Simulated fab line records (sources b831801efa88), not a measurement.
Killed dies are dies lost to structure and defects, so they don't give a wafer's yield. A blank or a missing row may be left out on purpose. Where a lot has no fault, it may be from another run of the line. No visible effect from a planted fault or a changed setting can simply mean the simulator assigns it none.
fab line records	flow sky130
record: lots: 5	wafers: 15	lastDay: 50
route steps=708 shown VT_ADJUST_LVTN@105 VT_ADJUST_NCORE@119 VT_ADJUST_HVTR@131 PAD_OPEN@708
lots that met no fault: from a run of the same line without faults
startH: hours from the record's first day to the start of the lot's first wafer shown	waitH: time in hours since the lot's previous step	" as in the row above	L1.1+2: a row that stands for several wafers	- value missing, or start not given	* or withheld: withheld	< > ~ a bound
route shown NAME@n: NAME is a module with steps in the file, n the number in the route of the first one	usual: mean/standard deviation taken from wafers without a fault	same: alike in all rows	chamber/n: place in a boat	sites: readings site by site	_std_site: the values' standard deviation	_edge_site: the outer-site mean with the inner-site mean subtracted	radiusMm: for every site, how far away it sits from the centre of the wafer	mask NAME#n: copy n	behind: the tool/chamber that last shaped the wafer	hold: why the lot was held/for how many hours/how that ended	device: the n, p or np transistor that did not switch	end of line: the same wafers' tests at the end of the route	for a step that has no rows: nothing shown but its recipe	killed: dies that structure and defects cost at the first sort, which is not the same as the wafer's yield	map: per-die view of a wafer (x killed, . not killed, _ where there is no die)
set.NAME: the setting that was run; set.NAME@STEP: the one run at that earlier step	model.NAME: the simulator's own value behind a step, which no gauge read
lots at some steps of the route; a table a step, a row a wafer
services: a tool's chamber out of use, with start hour (startH, from the record's first day; less than 0 if before it), hours out, and reason
== steps ==
step: SKY_VT_ADJUST_LVTN_IMPLANT_08
recipe: species: B	energyKev: 30	doseCm2: 1.57e+12	tiltDeg: withheld
step: SKY_VT_ADJUST_LVTN_STRIP_09
recipe: chemistry: O2/N2	powerW: 1400	pressureMtorr: 1500	platenTempC: withheld	o2FlowSccm: 3000	n2FlowSccm: 300	overashFraction: 0.5
usual: drypumpMotorCurrentA: 5.7/0.44	o2FlowSccm: 3001/8.5	oesProductAu: 0.722/0.0045	stripTimeToEndpointS: 36.92/0.12
same: overashFraction: 0.5
lot.wafer	tool	chamber	startH	waitH	drypumpMotorCurrentA	o2FlowSccm	oesProductAu	rfHoursCounterH	stripTimeToEndpointS
L604.1	plasmaAsher-01	1	161.68	0.1	5.7	2992	0.717	4	36.90
L604.2	"	0	"	"	5.8	3001	0.721	4	36.97
L604.6	"	0	"	"	5.8	3001	0.717	-	36.91
L610.4	plasmaAsher-01	0	187.62	0.1	5.8	3001	0.727	-	36.84
L610.5	"	0	"	"	5.7	2989	0.733	-	36.89
L610.6	"	1	"	"	5.7	3000	0.723	-	36.87
L617.2	plasmaAsher-01	1	235.34	0.1	5.7	3007	0.717	11	36.95
L617.3	"	1	"	"	5.7	3015	0.717	-	36.99
L617.5	"	1	"	"	5.7	3017	0.719	-	36.99
L619.1	plasmaAsher-02	1	244.29	0.1	5.2	3006	0.725	57	36.93
L619.3	"	1	"	"	5.2	3000	0.729	-	37.00
L619.6	"	1	"	"	5.2	2991	0.721	-	36.99
L625.1	plasmaAsher-02	0	293.71	0.1	6.3	2995	0.720	62	36.93
L625.2	"	1	"	"	5.2	2990	0.721	62	36.96
L625.3	"	0	"	"	6.4	2997	0.726	-	37.02
step: SKY_VT_ADJUST_LVTN_TW_MEAS_10
usual: VT_ADJUST_LVTN_TW: 240/3.4
lot.wafer	tool	chamber	startH	waitH	VT_ADJUST_LVTN_TW
L604.1	filmMetro-02	-	161.78	0.1	236
L604.2	"	-	"	"	237
L604.6	"	-	"	"	238
L610.4	filmMetro-01	-	187.72	0.1	243
L610.5	"	-	"	"	243
L610.6	"	-	"	"	244
L617.2	filmMetro-01	-	235.45	0.1	244
L617.3	"	-	"	"	246
L617.5	"	-	"	"	245
L619.1	filmMetro-01	-	244.39	0.1	243
L619.3	"	-	"	"	243
L619.6	"	-	"	"	244
L625.1	filmMetro-02	-	293.81	0.1	237
L625.2	"	-	"	"	237
L625.3	"	-	"	"	237
step: SKY_VT_ADJUST_LVTN_DEHYDRATE_11
recipe: tempC: 200	timeS: 60
step: SKY_VT_ADJUST_LVTN_HMDS_12
recipe: primeTimeS: 60	primeTempC: 120
step: SKY_VT_ADJUST_LVTN_COAT_13
recipe: resist: NOVOLAK	spinRpm: 3000	resistThkNm: 1140
step: SKY_VT_ADJUST_LVTN_SOFTBAKE_14
recipe: tempC: 90	timeS: 60	resist: NOVOLAK
step: SKY_VT_ADJUST_LVTN_EXPOSE_15
recipe: maskId: HVN_STD_DERIVED	na: 0.6	sourceShape: conventional	sigmaOuter: 0.6	polarization: unpolarized	targetCdNm: 600	doseMj: 163
step: SKY_VT_ADJUST_LVTN_PEB_16
recipe: tempC: withheld	timeS: *	resist: NOVOLAK
step: SKY_VT_ADJUST_LVTN_DEVELOP_17
recipe: resist: NOVOLAK	developer: TMAH	developTimeS: 60	devTempC: 23
step: SKY_VT_ADJUST_LVTN_OVL_MEAS_18
usual: VT_ADJUST_LVTN_01_OVL: -0.1/1.3
lot.wafer	tool	chamber	startH	waitH	VT_ADJUST_LVTN_01_OVL[nm]
L604.1	overlay-02	-	182.50	0.1	2.6
L604.2	"	-	"	"	2.9
L604.6	"	-	"	"	3.3
L610.4	overlay-01	-	208.31	0.1	1.1
L610.5	"	-	"	"	-0.7
L610.6	"	-	"	"	-0.5
L617.2	overlay-01	-	258.76	0.1	-1.0
L617.3	"	-	"	"	1.2
L617.5	"	-	"	"	-1.5
L619.1	overlay-02	-	268.95	0.1	0.5
L619.3	"	-	"	"	-1.5
L619.6	"	-	"	"	1.1
L625.1	overlay-02	-	319.40	0.1	-0.7
L625.2	"	-	"	"	-1.6
L625.3	"	-	"	"	-1.0
step: SKY_VT_ADJUST_LVTN_IMPLANT_19
recipe: species: B	energyKev: 30	doseCm2: 6.5e+11	tiltDeg: withheld
step: SKY_VT_ADJUST_LVTN_STRIP_20
recipe: chemistry: O2/N2	powerW: 1400	pressureMtorr: 1500	platenTempC: withheld	o2FlowSccm: 3000	n2FlowSccm: 300	overashFraction: 0.5
usual: drypumpMotorCurrentA: 5.7/0.33	o2FlowSccm: 2999/7.8	oesProductAu: 0.715/0.0045	stripTimeToEndpointS: 14.18/0.046
same: overashFraction: 0.5
lot.wafer	tool	chamber	startH	waitH	drypumpMotorCurrentA	o2FlowSccm	oesProductAu	rfHoursCounterH	stripTimeToEndpointS	model.NOVOLAK_of_VT_ADJUST_LVTN_COAT_13.thkNm
L604.1	plasmaAsher-02	1	182.68	0.1	5.3	2988	0.711	50	14.23	0
L604.2	"	0	"	"	6.4	2997	0.721	50	14.18	0
L604.6	"	1	"	"	5.2	2989	0.719	-	14.18	0
L610.4	plasmaAsher-04	0	208.52	0.1	5.3	3003	0.712	-	14.14	0
L610.5	"	1	"	"	5.6	2993	0.715	-	14.14	0
L610.6	"	0	"	"	5.3	2998	0.715	-	14.12	0
L617.2	plasmaAsher-02	0	258.94	0.1	6.4	3011	0.932	58	-	456
L617.3	"	1	"	"	5.2	2998	0.934	-	-	455.2
L617.5	"	1	"	"	5.2	3001	0.940	-	-	454.7
L619.1	plasmaAsher-01	0	269.13	0.1	5.7	3010	0.709	15	14.16	0
L619.3	"	1	"	"	5.7	2988	0.721	-	14.21	0
L619.6	"	0	"	"	5.8	3009	0.714	-	14.17	0
L625.1	plasmaAsher-01	0	319.59	0.1	5.7	2984	0.712	19	14.23	0
L625.2	"	1	"	"	5.7	3003	0.714	19	14.24	0
L625.3	"	0	"	"	5.8	2980	0.710	-	14.24	0
step: SKY_VT_ADJUST_LVTN_TW_MEAS_21
usual: VT_ADJUST_LVTN_2_TW: 187.6/2.4
lot.wafer	tool	chamber	startH	waitH	VT_ADJUST_LVTN_2_TW
L604.1	filmMetro-02	-	182.78	0.1	184.0
L604.2	"	-	"	"	183.2
L604.6	"	-	"	"	184.4
L610.4	filmMetro-04	-	208.61	0.1	188.5
L610.5	"	-	"	"	189.2
L610.6	"	-	"	"	187.7
L617.2	filmMetro-01	-	259.05	0.1	189.0
L617.3	"	-	"	"	189.5
L617.5	"	-	"	"	189.5
L619.1	filmMetro-04	-	269.23	0.1	187.9
L619.3	"	-	"	"	187.2
L619.6	"	-	"	"	187.1
L625.1	filmMetro-04	-	319.69	0.1	187.5
L625.2	"	-	"	"	188.1
L625.3	"	-	"	"	187.3
step: SKY_VT_ADJUST_NCORE_DEHYDRATE_00
recipe: tempC: 200	timeS: 60
step: SKY_VT_ADJUST_NCORE_HMDS_01
recipe: primeTimeS: 60	primeTempC: 120
step: SKY_VT_ADJUST_NCORE_COAT_02
recipe: resist: NOVOLAK	spinRpm: 3000	resistThkNm: 1140
step: SKY_VT_ADJUST_NCORE_SOFTBAKE_03
recipe: tempC: 90	timeS: 60	resist: NOVOLAK
step: SKY_VT_ADJUST_NCORE_EXPOSE_04
recipe: maskId: LVTN_COMPLEMENT_THIN	na: 0.6	sourceShape: conventional	sigmaOuter: 0.6	polarization: unpolarized	targetCdNm: 380	doseMj: 139
step: SKY_VT_ADJUST_NCORE_PEB_05
recipe: tempC: withheld	timeS: *	resist: NOVOLAK
step: SKY_VT_ADJUST_NCORE_DEVELOP_06
recipe: resist: NOVOLAK	developer: TMAH	developTimeS: 60	devTempC: 23
step: SKY_VT_ADJUST_NCORE_CD_MEAS_07
recipe: targetCdNm: 380
usual: cdNm: 381.0/2.6
lot.wafer	tool	chamber	startH	waitH	cdNm
L604.1	cdSem-02	-	203.75	0.1	379.3
L604.2	"	-	"	"	382.3
L604.6	"	-	"	"	382.7
L610.4	cdSem-02	-	230.48	0.1	384.4
L610.5	"	-	"	"	383.3
L610.6	"	-	"	"	381.3
L617.2	cdSem-01	-	282.45	0.1	384.9
L617.3	"	-	"	"	385.6
L617.5	"	-	"	"	382.7
L619.1	cdSem-01	-	294.07	0.1	380.7
L619.3	"	-	"	"	383.2
L619.6	"	-	"	"	380.1
L625.1	cdSem-02	-	346.47	0.1	377.5
L625.2	"	-	"	"	376.3
L625.3	"	-	"	"	375.3
step: SKY_VT_ADJUST_NCORE_OVL_MEAS_08
usual: VT_ADJUST_NCORE_OVL: -0.8/1.4
lot.wafer	tool	chamber	startH	waitH	VT_ADJUST_NCORE_OVL[nm]
L604.1	overlay-01	-	203.87	0.1	-0.7
L604.2	"	-	"	"	-1.2
L604.6	"	-	"	"	0.1
L610.4	overlay-01	-	230.55	0.1	-2.2
L610.5	"	-	"	"	-2.0
L610.6	"	-	"	"	-2.4
L617.2	overlay-01	-	282.55	0.1	1.2
L617.3	"	-	"	"	-0.6
L617.5	"	-	"	"	1.1
L619.1	overlay-01	-	294.19	0.1	-1.9
L619.3	"	-	"	"	-1.0
L619.6	"	-	"	"	-0.7
L625.1	overlay-01	-	346.59	0.1	1.4
L625.2	"	-	"	"	2.3
L625.3	"	-	"	"	-0.5
step: SKY_VT_ADJUST_NCORE_IMPLANT_09
recipe: species: B	energyKev: 10	doseCm2: 2.4e+12	tiltDeg: withheld
step: SKY_VT_ADJUST_NCORE_STRIP_10
recipe: chemistry: O2/N2	powerW: 1400	pressureMtorr: 1500	platenTempC: withheld	o2FlowSccm: 3000	n2FlowSccm: 300	overashFraction: 0.5
usual: drypumpMotorCurrentA: 5.7/0.35	o2FlowSccm: 2999/8.3	oesProductAu: 0.715/0.0044	stripTimeToEndpointS: 14.18/0.036
same: overashFraction: 0.5
lot.wafer	tool	chamber	startH	waitH	drypumpMotorCurrentA	o2FlowSccm	oesProductAu	rfHoursCounterH	stripTimeToEndpointS
L604.1	plasmaAsher-03	0	204.05	0.1	6.0	2984	0.714	39	14.21
L604.2	"	1	"	"	5.7	3003	0.713	39	14.25
L604.6	"	0	"	"	6.0	2990	0.716	-	14.22
L610.4	plasmaAsher-04	1	230.76	0.1	5.6	3002	0.722	-	14.16
L610.5	"	0	"	"	5.3	3014	0.711	-	14.17
L610.6	"	1	"	"	5.6	3003	0.719	-	14.21
L617.2	plasmaAsher-03	0	282.73	0.1	6.0	3004	0.725	47	21.09
L617.3	"	1	"	"	5.7	3000	0.711	-	21.05
L617.5	"	1	"	"	5.7	2991	0.715	-	21.09
L619.1	plasmaAsher-03	1	294.37	0.1	5.7	2996	0.709	48	14.18
L619.3	"	1	"	"	5.7	2989	0.715	-	14.17
L619.6	"	0	"	"	6.0	2994	0.706	-	14.18
L625.1	plasmaAsher-03	0	346.77	0.1	6.0	2998	0.711	53	14.20
L625.2	"	1	"	"	5.7	2982	0.715	53	14.20
L625.3	"	1	"	"	5.7	3001	0.709	-	14.21
step: SKY_VT_ADJUST_NCORE_TW_MEAS_11
usual: VT_ADJUST_NCORE_TW: 217.7/2
lot.wafer	tool	chamber	startH	waitH	VT_ADJUST_NCORE_TW
L604.1	filmMetro-03	-	204.15	0.1	217.4
L604.2	"	-	"	"	217.7
L604.6	"	-	"	"	217.4
L610.4	filmMetro-04	-	230.85	0.1	219.2
L610.5	"	-	"	"	220.8
L610.6	"	-	"	"	220.9
L617.2	filmMetro-02	-	282.84	0.1	29.5
L617.3	"	-	"	"	29.6
L617.5	"	-	"	"	29.5
L619.1	filmMetro-04	-	294.47	0.1	219.4
L619.3	"	-	"	"	219.8
L619.6	"	-	"	"	220.4
L625.1	filmMetro-02	-	346.87	0.1	216.2
L625.2	"	-	"	"	215.6
L625.3	"	-	"	"	216.7
step: SKY_VT_ADJUST_HVTR_DEHYDRATE_00
recipe: tempC: 200	timeS: 60
step: SKY_PAD_OPEN_PROBE_99
lot.wafer	tool	chamber	startH	waitH	model.etest.pfet_16v.rOnOhmUm	model.etest.nfet_16v.rOnOhmUm	model.etest.pfetG5v0d10v5.rOnOhmUm	model.etest.tipP.rsOhmSq	model.etest.pfet_01v8.rOnOhmUm	model.etest.tip_p_5v.rsOhmSq	model.etest.pfetG5v0d10v5.driveUaUm	model.etest.sramNfetPass.driveUaUm
L604.1	prober-01	-	1099.14	0.1	1.512e+04	1.409e+04	4780	6837	2872	2853	341.9	501.9
L604.2	prober-01	-	1099.19	0.1	1.481e+04	1.396e+04	4747	6842	2863	2879	343.4	487.5
L604.6	prober-01	-	1099.39	0.2	1.496e+04	1.389e+04	4724	6880	2896	2856	347.9	489.1
L610.4	prober-02	-	1125.58	0.2	1.516e+04	1.371e+04	4706	6856	2845	2878	346.7	502.2
L610.5	prober-02	-	1125.63	0.2	1.523e+04	1.364e+04	4662	6875	2747	2866	352.9	520
L610.6	prober-02	-	1125.68	0.2	1.534e+04	1.389e+04	4686	6873	2801	2883	343	495.1
L617.2	prober-01	-	1162.19	0.1	1.672e+04	1.237e+04	6007	7800	3340	3100	244.8	545.6
L617.3	prober-01	-	1162.24	0.2	1.692e+04	1.249e+04	6014	7834	3484	3105	243.9	552.5
L617.5	prober-01	-	1162.34	0.2	1.685e+04	1.229e+04	5982	7818	3436	3079	245.6	558.2
L619.1	prober-01	-	1168.58	0.1	1.536e+04	1.417e+04	4774	6908	2876	2877	336.3	472
L619.3	prober-01	-	1168.68	0.2	1.513e+04	1.406e+04	4765	6917	2900	2858	343.4	486.6
L619.6	prober-01	-	1168.83	0.2	1.535e+04	1.41e+04	4818	6938	2939	2872	335.1	483.4
L625.1	prober-01	-	1197.63	0.1	1.524e+04	1.426e+04	4790	6990	2819	2879	336.8	478.5
L625.2	prober-01	-	1197.68	0.1	1.497e+04	1.42e+04	4716	6908	2852	2884	344.1	481.8
L625.3	prober-01	-	1197.73	0.2	1.538e+04	1.429e+04	4757	6920	2811	2889	335.9	487.4
killed by level:class
L604.1 METAL2:geometricParticle:short=10 POLY_GATE:geometricParticle:short=8 VIA1:geometricParticle:open=7 VIA1:geometricParticle:short=6 VIA2:geometricParticle:short=6 VIA2:geometricParticle:open=6 FIELD_ISO:geometricParticle:short=5 LOCAL_INTERCONNECT:geometricParticle:short=5
L604.2 CONTACT:geometricParticle:open=9 POLY_GATE:geometricParticle:short=6 METAL1:geometricParticle:short=6 VIA2:geometricParticle:open=6 METAL2:geometricParticle:short=5 VIA1:geometricParticle:open=5 LI_CONTACT:geometricParticle:open=4 CONTACT:geometricParticle:short=4
L604.6 VIA1:geometricParticle:open=15 VIA2:geometricParticle:open=9 LI_CONTACT:geometricParticle:open=6 CONTACT:geometricParticle:open=6 METAL1:geometricParticle:short=5 LOCAL_INTERCONNECT:geometricParticle:short=4 VIA3:geometricParticle:open=4 FIELD_ISO:geometricParticle:short=3
L610.4 LI_CONTACT:geometricParticle:open=10 VIA1:geometricParticle:open=8 CONTACT:geometricParticle:short=7 CONTACT:geometricParticle:open=7 VIA2:geometricParticle:open=7 LOCAL_INTERCONNECT:geometricParticle:short=6 METAL1:geometricParticle:short=6 VIA3:geometricParticle:short=5
L610.5 VIA1:geometricParticle:open=10 CONTACT:geometricParticle:open=10 METAL1:geometricParticle:short=9 LI_CONTACT:geometricParticle:open=9 VIA3:geometricParticle:open=6 METAL3:geometricParticle:short=5 METAL2:geometricParticle:short=4 LI_CONTACT:geometricParticle:short=3
L610.6 VIA1:geometricParticle:open=11 CONTACT:geometricParticle:open=9 LI_CONTACT:geometricParticle:open=7 METAL1:geometricParticle:short=6 VIA3:geometricParticle:open=6 LOCAL_INTERCONNECT:geometricParticle:short=4 VIA1:geometricParticle:short=4 METAL2:geometricParticle:short=3
L619.1 FIELD_ISO:geometricParticle:open=11 VIA1:geometricParticle:open=9 CONTACT:geometricParticle:open=7 FIELD_ISO:geometricParticle:short=5 LI_CONTACT:geometricParticle:short=5 POLY_GATE:geometricParticle:short=5 VIA2:geometricParticle:open=5 CONTACT:geometricParticle:short=4
L619.3 LI_CONTACT:geometricParticle:open=8 VIA1:geometricParticle:short=8 VIA1:geometricParticle:open=8 VIA3:geometricParticle:open=6 FIELD_ISO:geometricParticle:short=5 VIA2:geometricParticle:open=5 POLY_GATE:geometricParticle:open=4 CONTACT:geometricParticle:open=4
L619.6 LI_CONTACT:geometricParticle:open=8 FIELD_ISO:geometricParticle:open=7 LOCAL_INTERCONNECT:geometricParticle:short=7 VIA1:geometricParticle:open=6 VIA2:geometricParticle:open=6 FIELD_ISO:geometricParticle:short=5 VIA3:geometricParticle:open=5 POLY_GATE:geometricParticle:short=4
L625.1 CONTACT:geometricParticle:open=12 VIA1:geometricParticle:open=7 VIA3:geometricParticle:open=7 VIA1:geometricParticle:short=6 LI_CONTACT:geometricParticle:open=6 METAL2:geometricParticle:short=6 FIELD_ISO:geometricParticle:short=4 VIA3:geometricParticle:short=4
L625.2 CONTACT:geometricParticle:open=9 LI_CONTACT:geometricParticle:open=6 VIA2:geometricParticle:open=6 VIA1:geometricParticle:open=5 FIELD_ISO:geometricParticle:open=4 METAL1:geometricParticle:short=4 METAL2:geometricParticle:short=4 FIELD_ISO:geometricParticle:short=3
L625.3 CONTACT:geometricParticle:open=13 VIA1:geometricParticle:open=9 POLY_GATE:geometricParticle:short=8 LI_CONTACT:geometricParticle:open=8 POLY_GATE:geometricParticle:open=6 VIA2:geometricParticle:open=6 FIELD_ISO:geometricParticle:short=5 METAL1:geometricParticle:short=5
== services ==
tool	chamber	startH	hours	kind
plasmaAsher-04	-	234.59	5.4	repair
plasmaAsher-03	-	295.75	0.7	repair
plasmaAsher-01	-	297.31	3.7	repair
== key ==
firstSign: step: SKY_VT_ADJUST_LVTN_STRIP_20	reading: oesProductAu	direction: up	sigmas: 49	usual: 0.715	struck: 0.935
effect: step: SKY_VT_ADJUST_NCORE_STRIP_10	reading: stripTimeToEndpointS	direction: up	sigmas: 99+	usual: *	struck: *
effect: step: SKY_VT_ADJUST_NCORE_TW_MEAS_11	reading: VT_ADJUST_NCORE_TW	direction: down	sigmas: 96	usual: 217.7	struck: 29.5
modelEffect: step: SKY_VT_ADJUST_LVTN_STRIP_20	value: NOVOLAK_of_VT_ADJUST_LVTN_COAT_13.thkNm	without: 0	struck: 455.3
modelEffect: step: SKY_PAD_OPEN_PROBE_99	value: etest.pfet_16v.rOnOhmUm	without: 1.518e+04	struck: 1.683e+04
metAt SKY_VT_ADJUST_LVTN_STRIP_20
struckWafers L617.2,L617.3,L617.5
sortLeftOut L617.2,L617.3,L617.5
testerLeftOut L617
onsetBetween 182.68 258.94
fault: kind: stripAborted	tool: plasmaAsher-02	chamber: -	onsetH: 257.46	steps: SKY_VT_ADJUST_LVTN_STRIP_20	offset: 0.66186	endH: 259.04
testerLeftOut: of these lots the tester's yield and bins aren't shown, on N5 and GAA mostly nor the transistor test; their killed dies are dies lost to structure and defects alone, not to doping, threshold or leakage, so they don't give the yield
sortLeftOut: the simulated sort isn't trusted on such a fault, so these wafers' sort isn't shown, and their yield isn't known
